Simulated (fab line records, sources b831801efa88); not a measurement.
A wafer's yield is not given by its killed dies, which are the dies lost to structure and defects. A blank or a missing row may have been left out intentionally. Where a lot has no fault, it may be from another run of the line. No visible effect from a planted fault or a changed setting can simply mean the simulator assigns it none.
What tool caused it? || flow sfq_line || 13 lots (39 wafers sampled), 1 step of a 325-step route

WHAT THE GAUGES READ, wafer by wafer
The record holds no reading of a measuring or inspecting step that can be judged against a usual standard deviation.

TOOL THAT RAN EACH LOT (tool first, then ch and the chambers of the sampled wafers, then the start)
{"lot": "L982", "SFQ_TRILAYER_JJ_CE_BARC_OPEN_RIE_150": "rie_metal-01 ch 0,1, day 55 08:04"}
{"lot": "L983", "SFQ_TRILAYER_JJ_CE_BARC_OPEN_RIE_150": "rie_metal-04 ch 0,1, day 56 00:50"}
{"lot": "L986", "SFQ_TRILAYER_JJ_CE_BARC_OPEN_RIE_150": "rie_metal-04 ch 1, day 57 05:40"}
{"lot": "L987", "SFQ_TRILAYER_JJ_CE_BARC_OPEN_RIE_150": "rie_metal-02 ch 0,1, day 57 17:18"}
{"lot": "L989", "SFQ_TRILAYER_JJ_CE_BARC_OPEN_RIE_150": "rie_metal-04 ch 0,1, day 58 00:30"}
{"lot": "L995", "SFQ_TRILAYER_JJ_CE_BARC_OPEN_RIE_150": "rie_metal-02 ch 0,1, day 59 10:06"}
{"lot": "L996", "SFQ_TRILAYER_JJ_CE_BARC_OPEN_RIE_150": "rie_metal-01 ch 0, day 59 11:18"}
{"lot": "L997", "SFQ_TRILAYER_JJ_CE_BARC_OPEN_RIE_150": "rie_metal-01 ch 0,1, day 59 12:32"}
{"lot": "L998", "SFQ_TRILAYER_JJ_CE_BARC_OPEN_RIE_150": "rie_metal-02 ch 0,1, day 59 13:42"}
{"lot": "L999", "SFQ_TRILAYER_JJ_CE_BARC_OPEN_RIE_150": "rie_metal-02 ch 0,1, day 59 14:54"}
{"lot": "L100", "SFQ_TRILAYER_JJ_CE_BARC_OPEN_RIE_150": "rie_metal-02 ch 0,1, day 59 16:06"}
{"lot": "L101", "SFQ_TRILAYER_JJ_CE_BARC_OPEN_RIE_150": "rie_metal-02 ch 0, day 59 17:18"}
{"lot": "L102", "SFQ_TRILAYER_JJ_CE_BARC_OPEN_RIE_150": "rie_metal-02 ch 0,1, day 59 18:30"}
- SFQ_TRILAYER_JJ_CE_BARC_OPEN_RIE_150: chemistry O2, target BARC, target depth 240 nm, time 80 s.

WHAT THE TOOLS THEMSELVES READ (means of the sampled wafers that have a number; where no wafer has one, the mark that the record gives instead)
SFQ_TRILAYER_JJ_CE_BARC_OPEN_RIE_150.
{"lot": "L982", "tool": "rie_metal-01", "bias_w (W)": 80.15, "drypump_motor_current_A (A)": 5.2, "oes_product_au (a.u.)": 0.538}
{"lot": "L983", "tool": "rie_metal-04", "bias_w (W)": 79.73, "drypump_motor_current_A (A)": 6.0, "oes_product_au (a.u.)": 0.540}
{"lot": "L986", "tool": "rie_metal-04", "bias_w (W)": 80.01, "drypump_motor_current_A (A)": 5.7, "oes_product_au (a.u.)": 0.537}
{"lot": "L987", "tool": "rie_metal-02", "bias_w (W)": 80.07, "drypump_motor_current_A (A)": 6.1, "oes_product_au (a.u.)": 0.540}
{"lot": "L989", "tool": "rie_metal-04", "bias_w (W)": 81.05, "drypump_motor_current_A (A)": 5.9, "oes_product_au (a.u.)": 0.540}
{"lot": "L995", "tool": "rie_metal-02", "bias_w (W)": 79.99, "drypump_motor_current_A (A)": 6.0, "oes_product_au (a.u.)": 0.536}
{"lot": "L996", "tool": "rie_metal-01", "bias_w (W)": 79.71, "drypump_motor_current_A (A)": 5.0, "oes_product_au (a.u.)": 0.541}
{"lot": "L997", "tool": "rie_metal-01", "bias_w (W)": 79.92, "drypump_motor_current_A (A)": 5.4, "oes_product_au (a.u.)": 0.543}
{"lot": "L998", "tool": "rie_metal-02", "bias_w (W)": 80.03, "drypump_motor_current_A (A)": 6.0, "oes_product_au (a.u.)": 0.535}
{"lot": "L999", "tool": "rie_metal-02", "bias_w (W)": 80.15, "drypump_motor_current_A (A)": 6.2, "oes_product_au (a.u.)": 0.536}
{"lot": "L100", "tool": "rie_metal-02", "bias_w (W)": 79.93, "drypump_motor_current_A (A)": 6.0, "oes_product_au (a.u.)": 0.536}
{"lot": "L101", "tool": "rie_metal-02", "bias_w (W)": 80.03, "drypump_motor_current_A (A)": 6.3, "oes_product_au (a.u.)": 0.536}
{"lot": "L102", "tool": "rie_metal-02", "bias_w (W)": 80.16, "drypump_motor_current_A (A)": 6.2, "oes_product_au (a.u.)": 0.539}

THE ANSWER, worked out from the rows above alone
Rule: the usual values come from the lots themselves. Put in order of their means at a reading, lots are off if they are a third of the lots or fewer, leave a main group of 4 or more, and stand apart from it by a gap of 3 or more times the standard deviation of the main group's means; of several such gaps the widest counts. Not used: any main group whose means are identical at the precision the tables above print for the reading. A lot without any number at a reading at which 4 lots or more have one is off too. The other lots that the step has rows for count as sound. After the gauges, taken in route order, come the tools' own readings; for these a lot's mean is taken, as printed above. At the first step where some lot is off, the reading lying furthest off is the one used; lots without a number count as furthest.
Off: L989 (SFQ_TRILAYER_JJ_CE_BARC_OPEN_RIE_150, bias_w). Main group: mean 79.99 W, sd 0.14.
If a tool, at that step or one of the process steps before it, ran each lot that is off and ran no sound lot following the first of them, it fits. One fits: SFQ_TRILAYER_JJ_CE_BARC_OPEN_RIE_150 on rie_metal-04. Its last sound lot is L986 (day 57 05:40), its first lot that is off L989 (day 58 00:30): a fault that began between those two fits.
On the lots that are off, the tool's own readings at SFQ_TRILAYER_JJ_CE_BARC_OPEN_RIE_150 differ by more than 5 times the standard deviation of the sound lots' means, which bears it out; bias_w reads 81.05 W there versus 79.99 W on the sound lots.

WHAT WAS PUT IN BY THE SIMULATOR
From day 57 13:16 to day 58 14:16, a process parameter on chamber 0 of rie_metal-04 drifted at SFQ_TRILAYER_JJ_CE_BARC_OPEN_RIE_150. A move of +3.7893 in setting bias_w, from 80. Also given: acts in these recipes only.
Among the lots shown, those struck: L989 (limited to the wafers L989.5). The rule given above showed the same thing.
